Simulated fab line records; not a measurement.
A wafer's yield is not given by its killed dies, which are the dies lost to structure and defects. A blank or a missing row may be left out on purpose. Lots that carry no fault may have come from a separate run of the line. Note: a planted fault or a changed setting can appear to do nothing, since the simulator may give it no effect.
Which tool is to blame?    flow gf180mcu    13 lots with 39 wafers sampled at 6 steps, on a route of 602 steps

## WHAT THE GAUGES READ, wafer by wafer
GF_MVSD_TW_MEAS_11.
lot   measured     on             MVSD_TW
L822  day 4 11:18  film metro-03  1576 1573 1574
L823  day 4 17:25  film metro-04  1591 1588 1593
L824  day 4 21:53  film metro-04  1602 1596 1592
L830  day 6 09:44  film metro-01  1610 1606 1608
L831  day 6 16:02  film metro-04  1647 1639 1641
L834  day 7 09:12  film metro-03  1582 1580 1582
L837  day 8 05:30  film metro-04  1585 1589 1593
L838  day 8 09:08  film metro-03  1577 1567 1569
L839  day 8 15:56  film metro-01  1543 1539 1548
L841  day 9 02:26  film metro-01  1564 1558 1560
L842  day 9 09:46  film metro-03  1577 1563 1563
L843  day 9 14:38  film metro-01  1554 1560 1552
L844  day 9 19:27  film metro-01  1556 1561 1562

GF_VT_IMPLANT_RS_MEAS_46: uses a four-point probe to measure.
lot   measured      on             MVSD_RS (ohm/sq)
L822  day 7 14:38   film metro-04  458.4 458.4 457.3
L823  day 7 19:53   film metro-03  455.3 456.7 456.7
L824  day 8 01:45   film metro-03  456.6 455.4 455.4
L830  day 9 20:51   film metro-01  427.0 427.1 427.8
L831  day 10 05:53  film metro-03  426.0 426.3 426.8
L834  day 11 01:02  film metro-04  456.7 457.7 456.4
L837  day 11 23:34  film metro-04  457.6 458.4 457.4
L838  day 12 05:59  film metro-04  455.7 458.1 455.7
L839  day 12 11:37  film metro-03  455.4 456.7 456.8
L841  day 13 01:14  film metro-03  456.7 456.2 456.5
L842  day 13 08:49  film metro-04  458.0 457.3 457.3
L843  day 13 14:29  film metro-04  457.7 459.1 458.7
L844  day 13 19:20  film metro-04  457.1 455.9 456.1

GF_V1_OVL_MEAS_15.
lot   measured      on          V1_OVL (nm)
L822  day 18 07:22  overlay-01  8 9 5
L823  day 18 14:24  overlay-02  -1 -1 1
L824  day 19 02:23  overlay-01  2 4 -5
L830  day 21 13:50  overlay-01  0 9 4
L831  day 22 01:03  overlay-02  6 11 3
L834  day 22 20:58  overlay-02  2 5 0
L837  day 23 23:54  overlay-01  -6 -3 -3
L838  day 24 08:49  overlay-01  0 -2 -1
L839  day 24 16:02  overlay-01  4 6 2
L841  day 25 07:11  overlay-02  1 2 5
L842  day 25 10:43  overlay-02  -3 -1 -6
L843  day 25 20:19  overlay-01  -1 -4 1
L844  day 26 01:41  overlay-02  -6 -3 -2

GF_V1_THK_MEAS_25: measures by xrf.
lot   measured      on             V1_W_THK (nm)
L822  day 18 08:25  film metro-04  340 334 333
L823  day 18 15:26  film metro-04  342 337 337
L824  day 19 03:26  film metro-02  337 335 341
L830  day 21 14:56  film metro-02  336 338 337
L831  day 22 02:05  film metro-02  332 336 337
L834  day 22 22:04  film metro-02  334 335 333
L837  day 24 00:58  film metro-02  339 333 331
L838  day 24 09:50  film metro-02  337 343 336
L839  day 24 17:04  film metro-03  338 336 334
L841  day 25 08:14  film metro-02  338 340 339
L842  day 25 11:47  film metro-02  335 332 331
L843  day 25 21:22  film metro-02  341 339 342
L844  day 26 02:45  film metro-04  337 336 339

## WHAT TOOL EACH LOT RAN ON (gives the tool, then ch and the chambers of the sampled wafers, and finally the start)
lot   GF_MVSD_IMPLANT_08              GF_CONTACT_ETCH_17
L822  implanter-03 ch 0, day 4 10:56  rie diel-03 ch 0,1,2, day 18 07:22 or earlier
L823  implanter-01 ch 0, day 4 17:01  rie diel-03 ch 0,1,2, day 18 14:24 or earlier
L824  implanter-01 ch 0, day 4 21:30  rie diel-04 ch 0,2,3, day 19 02:23 or earlier
L830  implanter-02 ch 0, day 6 09:21  rie diel-04 ch 0,2,3, day 21 13:50 or earlier
L831  implanter-02 ch 0, day 6 15:38  rie diel-01 ch 0,2,3, day 22 01:03 or earlier
L834  implanter-01 ch 0, day 7 08:50  rie diel-01 ch 0,1,3, day 22 20:58 or earlier
L837  implanter-01 ch 0, day 8 05:07  rie diel-03 ch 1,2,3, day 23 23:54 or earlier
L838  implanter-03 ch 0, day 8 08:44  rie diel-03 ch 1,3, day 24 08:49 or earlier
L839  implanter-01 ch 0, day 8 15:32  rie diel-01 ch 0,1,2, day 24 16:02 or earlier
L841  implanter-03 ch 0, day 9 02:02  rie diel-03 ch 1,3, day 25 07:11 or earlier
L842  implanter-03 ch 0, day 9 09:23  rie diel-01 ch 1,2, day 25 10:43 or earlier
L843  implanter-01 ch 0, day 9 14:14  rie diel-01 ch 0,2,3, day 25 20:19 or earlier
L844  implanter-01 ch 0, day 9 19:05  rie diel-03 ch 2,3, day 26 01:41 or earlier
- GF_MVSD_IMPLANT_08
- GF_CONTACT_ETCH_17: etches SiO2 in C4F8/O2/Ar, stops on CoSi2, target depth 860 nm.

## AS READ BY THE TOOLS THEMSELVES (means over the sampled wafers that have a number; for cases with no such wafer, the mark the record gives instead)
GF_MVSD_IMPLANT_08.
lot   tool          beam energy keV  dose ions cm2  faraday current uA
L822  implanter-03  400.01           1.5998e+13     91.5
L823  implanter-01  400.02           1.6000e+13     90.2
L824  implanter-01  399.91           1.6020e+13     90.1
L830  implanter-02  400.02           1.8201e+13     102.0
L831  implanter-02  399.90           1.8225e+13     103.5
L834  implanter-01  399.95           1.5983e+13     91.1
L837  implanter-01  399.82           1.6005e+13     93.1
L838  implanter-03  399.88           1.5995e+13     92.2
L839  implanter-01  399.99           1.5996e+13     91.1
L841  implanter-03  400.06           1.5954e+13     91.4
L842  implanter-03  399.95           1.6009e+13     89.7
L843  implanter-01  399.99           1.5995e+13     89.5
L844  implanter-01  400.03           1.5990e+13     88.9

GF_CONTACT_ETCH_17.
lot   tool         oes product au (a.u.)
L822  rie diel-03  0.815
L823  rie diel-03  0.816
L824  rie diel-04  0.813
L830  rie diel-04  0.819
L831  rie diel-01  0.816
L834  rie diel-01  0.811
L837  rie diel-03  0.814
L838  rie diel-03  0.820
L839  rie diel-01  0.813
L841  rie diel-03  0.813
L842  rie diel-01  0.816
L843  rie diel-01  0.811
L844  rie diel-03  0.811

## THE ANSWER, worked out from the rows above alone
Rule: usual is defined by the lots themselves. The widest of any qualifying gaps counts: lots, ordered by their means at a reading, are off when they make up no more than a third of the lots, leave a main group of 4 or more, and stand apart from it by 3 or more times the standard deviation of that group's means. A main group whose means are all the same, to the digits that the tables above print for the reading, isn't used. Also off: a lot with no number at a reading for which 4 or more lots have one. All remaining lots with rows at the step are treated as sound. After the gauges, taken in route order, come the tools' own readings; for these a lot's mean is taken, as printed above. At the first step where some lot is off, the reading lying furthest off is the one used; lots without a number count as furthest.
Off: L830, L831, at GF_VT_IMPLANT_RS_MEAS_46 (MVSD_RS). Main group: mean 457.0 ohm/sq, sd 0.84.
A tool fits if, at a process step before that reading, it ran every lot that is off, and no sound lot after the first of them. The gauges at GF_VT_IMPLANT_RS_MEAS_46 aren't tried: what is off there is off at GF_MVSD_IMPLANT_08 too, on other tools, and a gauge's error can't cause that. One candidate fits, namely implanter-02 at GF_MVSD_IMPLANT_08. It ran no sound lot before its first lot that is off in this sample, so the start can't be narrowed down.
The tool's own readings at GF_MVSD_IMPLANT_08 bear it out: on the lots that are off they differ by more than 5 times the standard deviation of the sound lots' means. dose ions cm2 reads 1.8213e+13 there against 1.5995e+13 on the sound lots; faraday current uA reads 102.8 there against 90.8 on the sound lots.

## WHAT THE SIMULATOR HAD INSERTED
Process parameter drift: implanter-02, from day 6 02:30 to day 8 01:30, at GF_MVSD_IMPLANT_08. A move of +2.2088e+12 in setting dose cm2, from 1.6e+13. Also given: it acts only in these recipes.
Struck lots among those shown: L830, L831. This agrees with what the rule above found.
